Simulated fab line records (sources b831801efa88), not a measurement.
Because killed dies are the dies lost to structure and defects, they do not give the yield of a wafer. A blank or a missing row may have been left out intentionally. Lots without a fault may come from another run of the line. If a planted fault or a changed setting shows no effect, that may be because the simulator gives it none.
fab line records	flow sky130
record: lots: 4	wafers: 12	last_day: 50
route steps=708 shown METAL2@497 VIA2@507 METAL3@532 CAPM@537 PAD_OPEN@708
lots that met no fault: taken from a fault-free run of the same line
start_h: hours from the record's first day to the start of the lot's first wafer shown	wait_h: hours elapsed since this lot's preceding step	" the same as in the row above	L1.1+2: a single row standing in for several wafers	- value missing, or start not given	* or withheld: withheld	< > ~ a bound
route shown NAME@n: a module of which the file shows steps, and the number in the route of the first	usual: the fault-free wafers' mean and standard deviation	same: alike in all rows	chamber/n: place in a boat	sites: each site's reading	_std_site: standard deviation of those values	_edge_site: the outer-site mean with the inner-site mean subtracted	radius_mm: how far each site lies from the wafer's centre	mask NAME#n: copy n	behind: the most recent tool/chamber to have shaped the wafer	hold: what put the lot on hold/how long, in hours/how the hold closed	device: the n, p or np transistor that did not switch	end of line: the tests these same wafers got at the end of their route	where a step has no rows: the recipe by itself	killed: the dies lost at the first sort to structure and to defects; this is not the yield of the wafer	map: dies across one wafer; x = killed, . = not, _ = none there
set.NAME: the setting the step ran with; set.NAME@STEP: the setting that earlier step ran with	model.NAME: the simulator's own value behind a step, which no gauge read
lots seen at some steps along the route; tables by step, rows by wafer
services: the hour from which a tool's chamber was out of use, counted from the record's first day as start_h (under 0 if before that day), plus the number of hours and why
== steps ==
step: SKY_METAL2_DEVELOP_14
recipe: develop_time_s: 60	resist: KrF-thick	dev_temp_c: 21
step: SKY_METAL2_DESCUM_17
recipe: chemistry: O2	source_power_w: 150	bias_power_w: 0	pressure_mtorr: 10	temp_c: 40	time_s: 8
step: SKY_METAL2_ETCH_18
recipe: chemistry: N2/H2	target: BARC	ion_energy_ev: 200	bias_w: 100	pressure_mtorr: 30	n2_flow_sccm: 100	h2_flow_sccm: 200	icp_w: 500	stop_on: SiO2	time_s: 45.9	target_depth_a: 600
step: SKY_METAL2_METAL_ETCH_19
recipe: target_depth_a: 3600	stop_on: SiO2	over_etch_frac: 0.3	time_s: 78	chemistry: Cl2/BCl3	resist_sidewall_deg: 88	pressure_mtorr: 10	icp_w: 900	bias_w: 48.5	Cl2_flow_sccm: 60	bcl3_flow_sccm: 30
step: SKY_METAL2_STRIP_20
recipe: chemistry: O2/N2	power_w: 1400	pressure_mtorr: 1500	platen_temp_c: withheld	o2_flow_sccm: 3000	n2_flow_sccm: 300	overash_fraction: 0.5
step: SKY_METAL2_STRIP_21
recipe: chemistry: post_etch_residue_remover	time_s: 1200	temp_c: 72.5
step: SKY_METAL2_CLEAN_22
recipe: chemistry: IPA	time_s: 180	temp_c: 25
step: SKY_METAL2_CLEAN_23
recipe: chemistry: O3/DIW	dry: n2_spin
step: SKY_VIA2_HDPCVD_00
recipe: material: SiO2	target_thk_nm: 1180	sigma_open_frac: 0.3	time_s: 196.7	temp_c: 400	sih4_flow_sccm: 60	pressure_mtorr: 6
step: SKY_VIA2_CMP_02
recipe: material: SiO2	down_force_psi: 4	platen_rpm: 60	pad_velocity_m_s: 0.94248
usual: edge_zone_pressure_frac: 1.000/0.0048	motor_current_A: 11.6/0.89
lot.wafer	tool	chamber	start_h	wait_h	edge_zone_pressure_frac	motor_current_A	model.SiO2_of_VIA2_HDPCVD_00.thk_nm
L177.2	cmp-02	3	922.40	0.0	1.003	12.2	494.7
L177.3	"	0	"	"	1.007	10.4	494
L177.1	"	1	"	"	0.998	11.4	495.9
L183.4	cmp-02	0	967.08	0.0	1.003	10.4	495.4
L183.2	"	1	"	"	1.005	11.8	495.8
L183.3	"	3	"	"	1.005	11.6	743.2
L185.4	cmp-02	1	978.99	0.1	0.991	11.8	495.9
L185.1	"	3	"	"	1.013	12.2	738.5
L185.5	"	1	"	"	0.993	11.0	736.9
L186.3	cmp-01	1	988.75	0.1	0.998	13.2	494.8
L186.1	"	2	"	"	1.008	11.7	495
L186.5	"	1	"	"	0.996	13.1	495.2
step: SKY_VIA2_BOW_MEAS_03
recipe: mode: bow
usual: VIA2_BOW: 86/8
lot.wafer	tool	chamber	start_h	wait_h	hold	VIA2_BOW[um]
L177.1	film_metro-01	-	922.70	0.1	-	87
L177.2	"	-	"	"	-	94
L177.3	"	-	"	"	-	83
L183.2	film_metro-01	-	967.40	0.2	await_dispo/0.2h/release	74
L183.3	"	-	"	"	await_dispo/0.2h/release	91
L183.4	"	-	"	"	await_dispo/0.2h/release	96
L183.2	film_metro-01	-	967.69	0.3	-	-
L183.3	"	-	"	"	-	-
L183.4	"	-	"	"	-	-
L185.1	film_metro-03	-	979.24	0.1	await_dispo/0.2h/release	94
L185.4	"	-	"	"	await_dispo/0.2h/release	77
L185.5	"	-	"	"	await_dispo/0.2h/release	95
L185.1	film_metro-03	-	979.70	0.4	-	-
L185.4	"	-	"	"	-	-
L185.5	"	-	"	"	-	-
L186.1	film_metro-04	-	989.00	0.1	-	81
L186.3	"	-	"	"	-	74
L186.5	"	-	"	"	-	80
step: SKY_VIA2_HMDS_05
recipe: prime_time_s: 60	prime_temp_c: 120
step: SKY_VIA2_COAT_06
recipe: resist: BARC	temp_c: withheld	time_s: withheld	spin_rpm: 3000	resist_thk_nm: 60
step: SKY_VIA2_COAT_07
recipe: resist: KrF-thick	spin_rpm: 3000	resist_thk_nm: 450
step: SKY_VIA2_SOFTBAKE_08
recipe: temp_c: 100	time_s: 90	resist: KrF-thick
step: SKY_VIA2_EXPOSE_09
recipe: mask_id: VIM2	na: 0.8	source_shape: annular	sigma_inner: 0.55	sigma_outer: 0.85	target_cd_nm: 200	dose_mj: 38
step: SKY_VIA2_PEB_10
recipe: peb_temp_c: withheld	peb_time_s: withheld	resist: KrF-thick
step: SKY_VIA2_DEVELOP_11
recipe: develop_time_s: 60	resist: KrF-thick	dev_temp_c: 21
step: SKY_VIA2_ETCH_14
recipe: chemistry: N2/H2	target: BARC	ion_energy_ev: 200	source_w: 500	bias_w: 100	pressure_mtorr: 30	n2_flow_sccm: 100	h2_flow_sccm: 200	stop_on: SiO2	time_s: 45.9	target_depth_a: 600
step: SKY_VIA2_ETCH_15
recipe: target: SiO2	chemistry: C4F8/O2/Ar	target_depth_nm: 546	stop_on: TiN	mask_material: KrF-thick	source_w: 1500	bias_w: 1200	pressure_mtorr: 40	c4f8_flow_sccm: withheld	O2_flow_sccm: 6	Ar_flow_sccm: 300	time_s: 84
usual: oes_product_au: 0.940/0.0044	rf_fwd_power_W: 1489/5
lot.wafer	tool	chamber	start_h	wait_h	oes_product_au	rf_fwd_power_W	model.etch.depth_nm	model.VIA2.feature_depth_nm
L177.1	rie_diel-04	2	948.11	0.0	0.940	1486	495.9	495.9
L177.2	"	3	"	"	0.943	1481	494.7	494.7
L177.3	"	0	"	"	0.932	1491	494	494
L183.2	rie_diel-03	2	991.91	0.0	0.950	1493	495.8	495.8
L183.3	"	0	"	"	0.991	1493	543.5	543.5
L183.4	"	1	"	"	0.943	1498	495.4	495.4
L185.1	rie_diel-01	3	1003.07	0.0	1.011	1486	555.6	555.6
L185.4	"	2	"	"	0.938	1489	495.9	495.9
L185.5	"	3	"	"	1.013	1483	553.2	553.2
L186.1	rie_diel-04	2	1012.09	0.0	0.943	1490	495	495
L186.3	"	3	"	"	0.944	1488	494.8	494.8
L186.5	"	1	"	"	0.943	1487	495.2	495.2
step: SKY_VIA2_STRIP_16
recipe: chemistry: O2/N2	power_w: 1400	pressure_mtorr: 1500	platen_temp_c: withheld	o2_flow_sccm: 3000	n2_flow_sccm: 300	overash_fraction: 0.5
step: SKY_VIA2_STRIP_17
recipe: chemistry: post_etch_residue_remover	time_s: 1200	temp_c: 72.5
step: SKY_VIA2_CLEAN_18
recipe: chemistry: IPA	time_s: 180	temp_c: 25
step: SKY_VIA2_CLEAN_19
recipe: chemistry: O3/DIW	dry: n2_spin
step: SKY_VIA2_SPUTTER_20
recipe: material: TiN	target_thk_nm: 20	chamber_pressure_pa: 5	power_w: 4000	time_s: 80
step: SKY_VIA2_CVD_21
recipe: material: W	target_thk_nm: 420	time_s: 126.4	temp_c: 400	pressure_torr: 40
step: SKY_VIA2_CMP_24
recipe: stop_on: SiO2	t_overpolish_s: 20	down_force_psi: 3.5	platen_rpm: 60	target_thk_nm: 0	pad_velocity_m_s: 0.94248
step: SKY_METAL3_SPUTTER_00
recipe: material: Ti	target_thk_nm: 15	power_w: 3000	time_s: 10	chamber_pressure_pa: 0.4
step: SKY_METAL3_SPUTTER_01
recipe: material: TiN	target_thk_nm: 20	power_w: 6500	time_s: 16.7	chamber_pressure_pa: 0.4
step: SKY_METAL3_SPUTTER_02
recipe: material: AlCu	target_thk_nm: 735	power_w: 10600	time_s: 39.1	chamber_pressure_pa: 0.4
step: SKY_METAL3_SPUTTER_03
recipe: material: Ti	target_thk_nm: 5	power_w: 3000	time_s: 3.3	chamber_pressure_pa: 0.4
step: SKY_METAL3_SPUTTER_04
recipe: material: TiN	target_thk_nm: 70	power_w: 6500	time_s: 58.3	chamber_pressure_pa: 0.4
step: SKY_CAPM_CVD_00
recipe: material: SiO2	target_thk_nm: 15.5	temp_c: 400	time_s: withheld	rf_w: 450
step: SKY_METAL3_METAL_ETCH_18
recipe: target_depth_a: 8450	stop_on: SiO2	over_etch_frac: 0.3	time_s: 183.1	chemistry: Cl2/BCl3	resist_sidewall_deg: 88	pressure_mtorr: 10	icp_w: 900	bias_w: 48.5	Cl2_flow_sccm: 60	bcl3_flow_sccm: 30
usual: drypump_motor_current_A: 5.8/0.32	oes_product_au: 0.868/0.006	rf_fwd_power_W: 896.5/2.8	throttle_valve_pct: 22.263/0.01
lot.wafer	tool	chamber	start_h	wait_h	drypump_motor_current_A	oes_product_au	rf_fwd_power_W	rf_hours_counter_h	throttle_valve_pct	model.SiO2_of_VIA2_HDPCVD_00.thk_nm
L177.1	rie_metal-01	1	1000.52	0.0	5.3	0.865	898.6	18	22.264	466.2
L177.2	"	0	"	"	5.6	0.869	896.5	17	22.281	465.9
L177.3	"	1	"	"	5.4	0.868	899.8	-	22.265	464.3
L183.2	rie_metal-04	1	1039.27	0.0	5.6	0.873	894.7	17	22.262	465.9
L183.3	"	0	"	"	5.5	0.869	891.4	-	22.260	713.8
L183.4	"	1	"	"	5.6	0.860	895.3	-	22.263	465.4
L185.1	rie_metal-04	0	1050.98	0.0	5.4	0.875	893.1	16	22.256	709.2
L185.4	"	1	"	"	5.6	0.872	893.2	-	22.262	466.1
L185.5	"	0	"	"	5.5	0.867	891.1	-	22.281	707.6
L186.1	rie_metal-04	1	1058.77	0.0	5.6	0.866	895.0	18	22.254	465.2
L186.3	"	1	"	"	5.6	0.873	897.5	-	22.257	464.7
L186.5	"	1	"	"	5.6	0.864	897.8	-	22.278	465.2
step: SKY_PAD_OPEN_PROBE_99
usual: defect_limited_yield: 82.3/1.9	killed_at_M0_to_M3: 45/6.6	killed_at_M4_up: 3.1/1.6	killed_at_contacts: 24/5	killed_at_front_end: 14/4.4	killed_at_other: 0.3/0.58	killed_dies: 87/9.2	killed_open: 47/6.7	killed_short: 40/6.4
same: gross_dies: 492	killed_at_back_side: 0
lot.wafer	tool	chamber	start_h	wait_h	defect_limited_yield[%]	killed_at_M0_to_M3	killed_at_M4_up	killed_at_contacts	killed_at_front_end	killed_at_other	killed_dies	killed_open	killed_short	model.etest.tester.sort_n_pass	model.etest.tester.sort_yield_pct	model.etest.tester.sort_bin_5_pct	model.etest.res_pdiff.open	model.etest.field_p.open	model.etest.cap_li_to_poly.open	model.etest.res_pwell_under_gate.open	model.etest.sram_nfet_pass.under_floor
L177.1	prober-01	-	1154.91	0.1	79.7	50	2	24	24	0	100	49	51	324	65.85	24.39	0	0	0	0	0
L177.2	prober-01	-	1154.96	0.1	78.0	60	2	32	14	0	108	56	52	384	78.05	15.45	0	0	0	0	0
L177.3	prober-01	-	1155.01	0.2	80.1	45	4	28	21	0	98	60	38	394	80.08	10.57	0	0	0	0	0
L183.2	prober-02	-	1184.95	0.1	80.3	51	1	29	16	0	97	58	39	395	80.28	12.6	0	0	0	0	0
L183.3	prober-02	-	1185.00	0.2	81.7	49	4	22	15	0	90	60	30	0	0	93.29	1	1	1	1	1
L183.4	prober-02	-	1185.05	0.2	81.7	47	2	20	21	0	90	46	44	402	81.71	9.35	0	0	0	0	0
L185.1	prober-01	-	1193.60	0.1	81.3	47	2	25	17	1	92	50	42	0	0	92.28	1	1	1	1	1
L185.4	prober-01	-	1193.75	0.2	80.5	50	1	31	14	0	96	49	47	396	80.49	11.99	0	0	0	0	0
L185.5	prober-01	-	1193.80	0.2	80.5	44	5	23	24	0	96	52	44	0	0	92.89	1	1	1	1	1
L186.1	prober-02	-	1200.70	0.1	84.6	39	2	25	7	3	76	37	39	416	84.55	9.553	0	0	0	0	0
L186.3	prober-02	-	1200.80	0.2	79.9	55	3	27	14	0	99	55	44	393	79.88	12.6	0	0	0	0	0
L186.5	prober-02	-	1200.90	0.2	82.7	48	2	21	14	0	85	44	41	407	82.72	10.37	0	0	0	0	0
killed by level:class
L177.1 CONTACT:geometric_particle:open=10 VIA1:geometric_particle:open=10 VIA1:geometric_particle:short=8 FIELD_ISO:geometric_particle:short=7 VIA3:geometric_particle:open=6 POLY_GATE:geometric_particle:open=5 METAL1:geometric_particle:short=5 VIA2:geometric_particle:open=5
L177.2 CONTACT:geometric_particle:open=15 VIA1:geometric_particle:open=12 VIA1:geometric_particle:short=8 METAL2:geometric_particle:short=8 METAL1:geometric_particle:short=7 VIA2:geometric_particle:open=7 LI_CONTACT:geometric_particle:open=6 LOCAL_INTERCONNECT:geometric_particle:short=6
L177.3 CONTACT:geometric_particle:open=12 FIELD_ISO:geometric_particle:open=9 LI_CONTACT:geometric_particle:open=9 VIA1:geometric_particle:open=9 VIA1:geometric_particle:short=6 METAL2:geometric_particle:short=6 VIA3:geometric_particle:open=5 VIA2:geometric_particle:open=5
L183.2 VIA1:geometric_particle:open=16 CONTACT:geometric_particle:open=9 LI_CONTACT:geometric_particle:open=8 VIA2:geometric_particle:open=8 LOCAL_INTERCONNECT:geometric_particle:short=7 METAL2:geometric_particle:short=6 POLY_GATE:geometric_particle:open=6 VIA3:geometric_particle:open=6
L183.3 VIA1:geometric_particle:open=15 VIA3:geometric_particle:open=8 CONTACT:geometric_particle:open=8 LI_CONTACT:geometric_particle:open=7 VIA2:geometric_particle:open=7 FIELD_ISO:geometric_particle:open=5 FIELD_ISO:geometric_particle:short=4 CONTACT:geometric_particle:short=4
L183.4 VIA3:geometric_particle:open=11 LI_CONTACT:geometric_particle:open=8 METAL1:geometric_particle:short=8 METAL2:geometric_particle:short=7 VIA1:geometric_particle:open=6 FIELD_ISO:geometric_particle:open=5 POLY_GATE:geometric_particle:short=5 FIELD_ISO:geometric_particle:short=4
L185.1 VIA1:geometric_particle:open=14 CONTACT:geometric_particle:open=8 VIA3:geometric_particle:open=7 CONTACT:geometric_particle:short=6 FIELD_ISO:geometric_particle:open=5 LOCAL_INTERCONNECT:geometric_particle:short=5 FIELD_ISO:geometric_particle:short=4 LI_CONTACT:geometric_particle:open=4
L185.4 CONTACT:geometric_particle:open=12 VIA1:geometric_particle:open=8 VIA2:geometric_particle:open=7 VIA2:geometric_particle:short=6 LI_CONTACT:geometric_particle:open=6 METAL1:geometric_particle:short=6 LOCAL_INTERCONNECT:geometric_particle:short=6 VIA1:geometric_particle:short=6
L185.5 VIA3:geometric_particle:open=9 CONTACT:geometric_particle:short=9 FIELD_ISO:geometric_particle:open=8 VIA1:geometric_particle:open=8 CONTACT:geometric_particle:open=7 METAL1:geometric_particle:short=5 METAL2:geometric_particle:short=5 VIA2:geometric_particle:open=5
L186.1 LI_CONTACT:geometric_particle:open=10 VIA2:geometric_particle:open=9 METAL2:geometric_particle:short=8 VIA1:geometric_particle:open=8 METAL1:geometric_particle:short=7 CONTACT:geometric_particle:open=5 CONTACT:geometric_particle:short=4 LI_CONTACT:geometric_particle:short=3
L186.3 VIA2:geometric_particle:open=12 VIA1:geometric_particle:open=11 CONTACT:geometric_particle:open=10 CONTACT:geometric_particle:short=7 METAL1:geometric_particle:short=7 LI_CONTACT:geometric_particle:open=6 VIA1:geometric_particle:short=6 VIA3:geometric_particle:open=5
L186.5 VIA1:geometric_particle:open=12 VIA1:geometric_particle:short=8 CONTACT:geometric_particle:open=7 LI_CONTACT:geometric_particle:open=6 VIA2:geometric_particle:open=5 VIA2:geometric_particle:short=5 VIA3:geometric_particle:open=5 FIELD_ISO:geometric_particle:short=4
== services ==
tool	chamber	start_h	hours	kind
cmp-02	-	912.27	4.0	pm
cmp-02	-	916.27	-	consumable_replace:conditioner
cmp-02	-	916.27	-	consumable_replace:pad
rie_diel-03	0	920.99	1.3	repair
rie_diel-01	-	931.47	2.8	pm
rie_diel-01	1	946.12	9.6	repair
rie_diel-01	3	968.76	23.0	repair
cmp-02	-	968.88	4.3	repair
rie_diel-01	0	996.04	-	clean
rie_diel-01	0	996.04	27.4	scheduled_down
rie_diel-01	0	996.04	27.4	vent_cycle
rie_diel-04	0	996.09	1.3	repair
rie_diel-01	1	998.93	12.6	repair
rie_diel-04	2	1002.62	5.3	repair
rie_diel-03	1	1023.22	2.4	repair
cmp-01	-	1037.53	0.9	repair
rie_diel-04	2	1053.76	6.0	repair
== key ==
first_sign: step: SKY_VIA2_BOW_MEAS_03	reading: visit	direction: added
effect: step: SKY_VIA2_ETCH_15	reading: oes_product_au	direction: up	sigmas: 15	usual: 0.940	struck: 1.005
model_effect: step: SKY_VIA2_CMP_02	value: SiO2_of_VIA2_HDPCVD_00.thk_nm	without: 495.1	struck: 739.5
model_effect: step: SKY_VIA2_ETCH_15	value: etch.depth_nm	without: 495.1	struck: 550.8
model_effect: step: SKY_METAL3_METAL_ETCH_18	value: SiO2_of_VIA2_HDPCVD_00.thk_nm	without: 465.8	struck: 710.2
model_effect: step: SKY_PAD_OPEN_PROBE_99	value: etest.tester.sort_n_pass	without: 399.3	struck: 0
met_at SKY_VIA2_CMP_02
struck_wafers L183.3,L185.1,L185.5
onset_between 922.40 967.08
fault: kind: process_parameter_drift	tool: cmp-02	chamber: -	onset_h: 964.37	steps: SKY_VIA2_CMP_02	channel: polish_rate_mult	offset: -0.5	shape: step	end_h: 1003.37	scope: struck_wafers_only
